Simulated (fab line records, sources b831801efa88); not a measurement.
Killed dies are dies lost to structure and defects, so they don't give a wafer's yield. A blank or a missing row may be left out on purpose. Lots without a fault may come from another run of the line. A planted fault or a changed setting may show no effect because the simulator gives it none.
Split-lot experiment | flow sky130 | 5 lots, 23 wafers read, on a route of 708 steps

THE SPLIT
At SKY_METAL3_SPUTTER_04 (material TiN, target thk 70 nm, time 58.3 s), the setting power_w was moved away from the recipe's 6500 W on 9 of the 23 wafers read, by -11.9% to +11.5%. The other wafers ran this setting at the recipe's value.

The reading is taken at the split's own step.

THE READING
TiN_of_METAL3_SPUTTER_04.thk_nm (the simulator's own value, which no gauge read), in nm, at SKY_METAL3_SPUTTER_04 (material TiN, target thk 70 nm, time 58.3 s). The file gives no usual value for it. The 14 wafers here that ran the recipe average 69.85 nm, standard deviation 0.69 nm.

wafer  | tool, chamber at the split | power_w as run, W | against the recipe | TiN_of_METAL3_SPUTTER_04.thk_nm, nm | against lot-mates on the recipe
L077.1 | pvd_sputter-02, -          | 5725              | -11.9%             | 61.59                               | -8.45
L077.2 | pvd_sputter-02, -          | 6500              | recipe             | 69.67                               | -
L077.3 | pvd_sputter-02, -          | 5725              | -11.9%             | 61.49                               | -8.55
L077.4 | pvd_sputter-02, -          | 6500              | recipe             | 70.42                               | -
L077.5 | pvd_sputter-02, -          | 5725              | -11.9%             | 61.04                               | -9.01
L074.1 | pvd_sputter-02, -          | 6500              | recipe             | 71.19                               | -
L074.2 | pvd_sputter-02, -          | 6500              | recipe             | 69.78                               | -
L074.3 | pvd_sputter-02, -          | 7246              | +11.5%             | 78.02                               | +7.38
L074.5 | pvd_sputter-02, -          | 7246              | +11.5%             | 78.08                               | +7.44
L074.6 | pvd_sputter-02, -          | 6500              | recipe             | 70.94                               | -
L079.2 | pvd_sputter-03, -          | 6500              | recipe             | 70.05                               | -
L079.3 | pvd_sputter-03, -          | 6500              | recipe             | 69.32                               | -
L079.4 | pvd_sputter-03, -          | 6295              | -3.2%              | 66.35                               | -3.30
L079.5 | pvd_sputter-03, -          | 6500              | recipe             | 69.58                               | -
L079.6 | pvd_sputter-03, -          | 6295              | -3.2%              | 68.11                               | -1.54
L080.1 | pvd_sputter-03, -          | 6500              | recipe             | 68.71                               | -
L080.2 | pvd_sputter-03, -          | 6500              | recipe             | 70.4                                | -
L080.3 | pvd_sputter-03, -          | 6111              | -6.0%              | 66.03                               | -3.60
L080.4 | pvd_sputter-03, -          | 6111              | -6.0%              | 65.27                               | -4.36
L080.5 | pvd_sputter-03, -          | 6500              | recipe             | 69.77                               | -
L082.4 | pvd_sputter-03, -          | 6500              | recipe             | 69.69                               | -
L082.5 | pvd_sputter-03, -          | 6500              | recipe             | 69.72                               | -
L082.6 | pvd_sputter-03, -          | 6500              | recipe             | 68.71                               | -

THE FIT
A straight line over all 23 wafers: TiN_of_METAL3_SPUTTER_04.thk_nm changes by +0.714 nm for each +1% of power_w; r = +0.99; the points scatter about the line by 0.65 nm.
The same after taking each lot's own level away (the mean of its wafers on the recipe; 23 wafers): +0.691 nm for each +1%; r = +0.99; scatter 0.57 nm.
On that fit, the largest move of power_w shifts the reading by 8.2 nm.
The lots' own levels span 69.373 to 70.637 nm, that is 1.8 times the standard deviation above.
So the lot-to-lot level changes the slope little: the two slopes agree.
Check: with one of the wafers moved furthest among these (-11.9%) left out of the fit, the line predicts -8.32 nm for it against its lot-mates. It came out at -8.45 nm against them.

OTHER SPLITS ON THESE WAFERS
These wafers also went through other splits before the reading. Each is held against what the fit with the lots' levels taken away leaves over:
other split on the same wafers                   | wafers away from the commonest value | r with TiN_of_METAL3_SPUTTER_04.thk_nm (lot level and that fit taken away)
SKY_LI_CONTACT_ETCH_15 bias_w                    | 9                                    | +0.05
SKY_LOCAL_INTERCONNECT_COAT_06 spin_rpm          | 7                                    | -0.38
SKY_LOCAL_INTERCONNECT_DEVELOP_10 develop_time_s | 10                                   | -0.14
SKY_CONTACT_SPUTTER_23 chamber_pressure_pa       | 10                                   | -0.12
SKY_METAL1_SPUTTER_03 power_w                    | 12                                   | +0.02
SKY_VIA1_HDPCVD_00 sih4_flow_sccm                | 10                                   | +0.09
SKY_VIA1_CVD_21 pressure_torr                    | 15                                   | -0.11
SKY_VIA2_HDPCVD_00 time_s                        | 4                                    | +0.12

THE FILE'S OWN FIT
TiN_of_METAL3_SPUTTER_04.thk_nm changes by +0.688 nm for each +1% of power_w, r = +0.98.
